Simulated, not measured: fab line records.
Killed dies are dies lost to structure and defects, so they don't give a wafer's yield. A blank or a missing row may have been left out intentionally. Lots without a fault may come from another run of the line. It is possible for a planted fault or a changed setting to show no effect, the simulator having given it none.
fab line records	flow gf180mcu
record lots=13	wafers=38	last_day=34
route steps=602 shown NSD@243 PSD@254 M1@331 V1@350
lots untouched by any fault: they come from a run of this same line in which no faults occurred
start_h: hours from the record's first day to the start of the lot's first wafer shown	wait_h: hours elapsed since this lot's preceding step	" as in the row above	L1.1+2: a single row standing in for several wafers	- either no value or no given start	* or withheld: withheld	< > ~ a bound
route shown NAME@n: a module of which the file shows steps, and the number in the route of the first	usual: mean/standard deviation of fault-free wafers	same: alike in all rows	chamber/n: place in a boat	sites: readings site by site	_std_site: standard deviation of those values	_edge_site: the outer-site mean with the inner-site mean subtracted	radius_mm: for every site, how far away it sits from the centre of the wafer	mask NAME#n: copy n	behind: the most recent tool/chamber to have shaped the wafer	hold: what put the lot on hold/how long, in hours/how the hold closed	device: the n, p or np transistor that did not switch	end of line: the same wafers' tests at the end of the route	a step with no rows: only its recipe	killed: dies lost to structure and defects at the first sort, not the wafer's yield	map: shows each die of a wafer: x if killed, . if not, _ if none is there
set.NAME: setting as actually run; set.NAME@STEP: the setting as run at that earlier step	model.NAME: the simulator's own value behind a step, which no gauge read
steps of the route over a sample of lots; a table a step, a row a wafer
services: a tool's chamber out of use, with start hour (start_h, from the record's first day; less than 0 if before it), hours out, and reason
## steps
# step GF_NSD_OVL_MEAS_08
# usual NSD_OVL=-0.7/1.5
lot.wafer	tool	chamber	start_h	wait_h	NSD_OVL[nm]
L911.2	overlay-01	-	293.43	0.1	-0.1
L911.3	"	-	"	"	-0.8
L911.5	"	-	"	"	1.8
L913.3	overlay-01	-	317.72	0.1	1.8
L913.4	"	-	"	"	1.2
L913.5	"	-	"	"	1.3
L915.2	overlay-02	-	329.96	0.1	-2.0
L915.3	"	-	"	"	-2.9
L915.4	"	-	"	"	-2.0
L917.1	overlay-01	-	348.80	0.1	-2.3
L917.2	"	-	"	"	-1.9
L917.6	"	-	"	"	-1.0
L916.1	overlay-01	-	351.52	0.1	-1.1
L916.2	"	-	"	"	-1.6
L916.5	"	-	"	"	-1.6
L918.1	overlay-01	-	363.11	0.1	0.3
L918.2	"	-	"	"	0.4
L918.4	"	-	"	"	0.6
L920.4	overlay-01	-	365.94	0.1	-0.4
L920.5	"	-	"	"	-1.4
L920.6	"	-	"	"	-1.4
L921.2	overlay-01	-	382.66	0.1	-3.1
L921.4	"	-	"	"	-1.3
L921.6	"	-	"	"	-0.3
L923.1	overlay-02	-	397.86	0.1	0.9
L923.5	"	-	"	"	1.3
L923.6	"	-	"	"	-1.1
L924.2	overlay-01	-	401.51	0.1	-0.1
L924.3	"	-	"	"	-2.9
L932.1	overlay-01	-	468.02	0.1	-1.7
L932.5	"	-	"	"	-0.1
L932.6	"	-	"	"	0.2
L933.1	overlay-01	-	479.20	0.1	1.9
L933.4	"	-	"	"	-0.2
L933.5	"	-	"	"	-1.2
L934.1	overlay-02	-	481.75	0.1	-1.7
L934.5	"	-	"	"	-1.0
L934.6	"	-	"	"	-2.3
# step GF_PSD_DEVELOP_06
# recipe develop_time_s=60	dev_temp_c=23
# usual developer_temp_C=23.00/0.11
lot.wafer	tool	chamber	start_h	wait_h	developer_temp_C
L911.2	litho_track-04	0	313.33	0.1	23.09
L911.3	"	0	"	"	22.99
L911.5	"	0	"	"	22.83
L913.3	litho_track-04	0	338.45	0.1	22.98
L913.4	"	0	"	"	22.92
L913.5	"	0	"	"	22.96
L915.2	litho_track-02	0	351.56	0.1	23.06
L915.3	"	0	"	"	22.98
L915.4	"	0	"	"	23.02
L917.1	litho_track-04	0	370.75	0.1	23.10
L917.2	"	0	"	"	23.16
L917.6	"	0	"	"	22.96
L916.1	litho_track-03	0	373.35	0.1	23.13
L916.2	"	0	"	"	22.86
L916.5	"	0	"	"	23.07
L918.1	litho_track-03	0	385.25	0.1	22.80
L918.2	"	0	"	"	23.03
L918.4	"	0	"	"	22.93
L920.4	litho_track-03	0	387.92	0.1	23.11
L920.5	"	0	"	"	23.09
L920.6	"	0	"	"	23.07
L921.2	litho_track-02	0	404.96	0.1	23.17
L921.4	"	0	"	"	22.99
L921.6	"	0	"	"	23.17
L923.1	litho_track-02	0	420.94	0.1	23.04
L923.5	"	0	"	"	23.18
L923.6	"	0	"	"	23.08
L924.2	litho_track-02	0	424.71	0.1	23.00
L924.3	"	0	"	"	22.96
L932.1	litho_track-04	0	492.95	0.1	23.12
L932.5	"	0	"	"	23.01
L932.6	"	0	"	"	22.94
L933.1	litho_track-03	0	502.30	0.1	22.95
L933.4	"	0	"	"	23.06
L933.5	"	0	"	"	22.88
L934.1	litho_track-03	0	505.25	0.1	23.05
L934.5	"	0	"	"	23.15
L934.6	"	0	"	"	22.97
# step GF_PSD_CD_MEAS_07
# recipe target_cd_nm=400
# usual cd_nm=399.2/2.3
lot.wafer	tool	chamber	start_h	wait_h	cd_nm
L911.2	cd_sem-01	-	313.47	0.1	402.1
L911.3	"	-	"	"	401.9
L911.5	"	-	"	"	399.1
L913.3	cd_sem-02	-	338.65	0.2	396.3
L913.4	"	-	"	"	397.7
L913.5	"	-	"	"	398.4
L915.2	cd_sem-02	-	351.71	0.1	399.9
L915.3	"	-	"	"	398.6
L915.4	"	-	"	"	399.7
L917.1	cd_sem-02	-	370.90	0.1	399.7
L917.2	"	-	"	"	398.6
L917.6	"	-	"	"	399.2
L916.1	cd_sem-02	-	373.50	0.1	395.6
L916.2	"	-	"	"	398.1
L916.5	"	-	"	"	397.4
L918.1	cd_sem-02	-	385.40	0.1	396.4
L918.2	"	-	"	"	398.6
L918.4	"	-	"	"	397.6
L920.4	cd_sem-01	-	388.06	0.1	401.6
L920.5	"	-	"	"	400.9
L920.6	"	-	"	"	399.8
L921.2	cd_sem-02	-	405.11	0.1	394.1
L921.4	"	-	"	"	397.6
L921.6	"	-	"	"	395.8
L923.1	cd_sem-01	-	421.09	0.1	398.8
L923.5	"	-	"	"	399.4
L923.6	"	-	"	"	401.6
L924.2	cd_sem-01	-	424.86	0.1	408.9
L924.3	"	-	"	"	402.4
L932.1	cd_sem-02	-	493.10	0.1	400.8
L932.5	"	-	"	"	400.6
L932.6	"	-	"	"	402.2
L933.1	cd_sem-01	-	502.45	0.1	400.4
L933.4	"	-	"	"	397.7
L933.5	"	-	"	"	397.1
L934.1	cd_sem-02	-	505.40	0.1	401.1
L934.5	"	-	"	"	399.5
L934.6	"	-	"	"	400.2
# step GF_M1_METAL_ETCH_16
# recipe chemistry=Cl2/BCl3	mask_material=KrF	target_depth_nm=750.8	stop_on=SiO2	pressure_mtorr=8	icp_w=800	bias_w=140	Cl2_flow_sccm=80	bcl3_flow_sccm=40	time_s=125.1
# usual drypump_motor_current_A=5.8/0.58	oes_product_au=0.992/0.0071	rf_fwd_power_W=796.7/2.6	throttle_valve_pct=28.229/0.011
lot.wafer	tool	chamber	start_h	wait_h	drypump_motor_current_A	oes_product_au	rf_fwd_power_W	rf_hours_counter_h	throttle_valve_pct
L911.2	rie_metal-03	0	382.15	0.0	5.5	0.997	798.6	6.6	28.214
L911.3	"	0	"	"	5.5	0.997	796.3	-	28.224
L911.5	"	0	"	"	5.5	0.995	798.3	-	28.231
L913.3	rie_metal-02	0	409.84	0.1	5.8	0.984	793.3	-	28.224
L913.4	"	0	"	"	5.8	0.990	797.5	-	28.245
L913.5	"	0	"	"	5.8	0.990	795.4	-	28.239
L915.2	rie_metal-01	0	423.65	0.0	6.6	0.997	797.5	0.7	28.217
L915.3	"	1	"	"	6.0	0.995	797.6	-	28.220
L915.4	"	0	"	"	6.6	0.984	794.8	-	28.242
L917.1	rie_metal-03	0	445.04	0.0	5.5	0.994	794.6	7.3	28.224
L917.2	"	1	"	"	5.0	0.992	797.4	8.2	28.226
L917.6	"	0	"	"	5.5	0.986	800.7	-	28.225
L916.1	rie_metal-03	1	446.39	0.0	5.1	0.987	795.6	8.4	28.225
L916.2	"	0	"	"	5.5	0.999	797.9	7.4	28.228
L916.5	"	1	"	"	5.0	0.988	798.0	-	28.228
L918.1	rie_metal-02	1	460.79	0.0	5.0	0.995	795.0	1.3	28.233
L918.2	"	0	"	"	5.8	0.988	797.5	2.1	28.233
L918.4	"	0	"	"	5.8	0.982	796.6	-	28.245
L920.4	rie_metal-03	1	463.63	0.1	5.1	0.990	794.9	-	28.234
L920.5	"	1	"	"	5.1	0.995	795.0	-	28.223
L920.6	"	0	"	"	5.4	0.999	799.5	-	28.230
L921.2	rie_metal-02	0	481.49	0.0	5.8	0.967	796.4	2.7	28.237
L921.4	"	0	"	"	5.8	0.983	797.4	-	28.246
L921.6	"	1	"	"	4.9	0.993	792.7	-	28.200
L923.1	rie_metal-01	1	497.94	0.0	5.9	0.998	794.0	3.4	28.219
L923.5	"	0	"	"	6.6	0.982	795.7	-	28.227
L923.6	"	1	"	"	5.9	0.998	795.6	-	28.236
L924.2	rie_metal-03	1	500.84	0.0	5.0	0.994	797.3	9.8	28.231
L924.3	"	1	"	"	5.0	0.987	799.9	-	28.224
L932.1	rie_metal-01	0	565.79	0.0	6.6	0.988	797.8	4.3	28.234
L932.5	"	0	"	"	6.6	0.989	801.9	-	28.233
L932.6	"	1	"	"	6.0	1.004	797.4	-	28.211
L933.1	rie_metal-02	0	574.65	0.0	5.8	0.972	797.7	5.4	28.243
L933.4	"	1	"	"	5.0	0.994	798.2	-	28.221
L933.5	"	0	"	"	5.8	0.981	794.0	-	28.229
L934.1	rie_metal-01	1	576.34	0.0	5.9	0.989	794.9	5.8	28.223
L934.5	"	1	"	"	6.0	0.995	795.5	-	28.228
L934.6	"	0	"	"	6.6	0.994	794.5	-	28.235
# step GF_V1_OVL_MEAS_15
# usual V1_OVL=1/5.6
lot.wafer	tool	chamber	start_h	wait_h	V1_OVL[nm]
L911.2	overlay-02	-	406.81	0.1	-8
L911.3	"	-	"	"	1
L911.5	"	-	"	"	-2
L913.3	overlay-01	-	435.33	0.1	1
L913.4	"	-	"	"	3
L913.5	"	-	"	"	0
L915.2	overlay-01	-	449.62	0.1	0
L915.3	"	-	"	"	-1
L915.4	"	-	"	"	2
L917.1	overlay-02	-	470.02	0.1	-5
L917.2	"	-	"	"	-3
L917.6	"	-	"	"	-6
L916.1	overlay-01	-	472.17	0.1	-12
L916.2	"	-	"	"	-7
L916.5	"	-	"	"	-7
L918.1	overlay-01	-	485.72	0.1	-3
L918.2	"	-	"	"	-6
L918.4	"	-	"	"	2
L920.4	overlay-01	-	489.49	0.1	0
L920.5	"	-	"	"	-6
L920.6	"	-	"	"	3
L921.2	overlay-02	-	506.37	0.1	-5
L921.4	"	-	"	"	-15
L921.6	"	-	"	"	-9
L923.1	overlay-01	-	522.45	0.1	2
L923.5	"	-	"	"	1
L923.6	"	-	"	"	-3
L924.2	overlay-02	-	525.52	0.1	3
L924.3	"	-	"	"	17
L932.1	overlay-01	-	589.07	0.1	2
L932.5	"	-	"	"	0
L932.6	"	-	"	"	3
L933.1	overlay-01	-	598.25	0.1	-8
L933.4	"	-	"	"	3
L933.5	"	-	"	"	-1
L934.1	overlay-01	-	599.20	0.1	9
L934.5	"	-	"	"	1
L934.6	"	-	"	"	1
## services
tool	chamber	start_h	hours	kind
rie_metal-02	0	317.58	1.2	repair
rie_metal-01	1	336.71	-	clean
rie_metal-01	1	336.71	-	consumable_replace:focus_ring
rie_metal-01	1	336.71	32.6	scheduled_down
rie_metal-01	1	336.71	32.6	vent_cycle
rie_metal-02	0	352.57	3.9	repair
rie_metal-03	-	353.78	1.4	repair
rie_metal-02	1	357.07	20.5	repair
rie_metal-03	0	367.69	9.2	repair
rie_metal-01	0	370.25	-	clean
rie_metal-01	0	370.25	20.3	scheduled_down
rie_metal-01	0	370.25	20.3	vent_cycle
rie_metal-02	0	377.56	-	clean
rie_metal-02	0	377.56	14.3	scheduled_down
rie_metal-02	0	377.56	14.3	vent_cycle
rie_metal-02	1	391.86	-	clean
rie_metal-02	1	391.86	19.5	scheduled_down
rie_metal-02	1	391.86	19.5	vent_cycle
rie_metal-01	-	399.41	2.8	pm
rie_metal-03	-	406.23	28.1	pm
litho_track-03	-	528.23	-	consumable_replace:filter
## key
first_sign step=GF_PSD_CD_MEAS_07	reading=cd_nm	direction=up	sigmas=4.3	usual=399.2	struck=408.9
effect none on later readings
met_at GF_PSD_DEVELOP_06
struck_lots L924
struck_wafers L924.2
tester_left_out L924
not_acting_at GF_NSD_OVL_MEAS_08,GF_M1_METAL_ETCH_16,GF_V1_OVL_MEAS_15
onset_between 420.94 424.71
fault kind=process_parameter_drift	tool=litho_track-02	chamber=-	onset_h=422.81	steps=GF_PSD_DEVELOP_06	channel=develop_time_s	offset=*	shape=step	end_h=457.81	scope=struck_wafers_only	acts_in=*	stated=*
# tester_left_out: of these lots the tester's yield and bins aren't shown, on N5 and GAA mostly nor the transistor test; their killed dies are dies lost to structure and defects alone, not to doping, threshold or leakage, so they don't give the yield
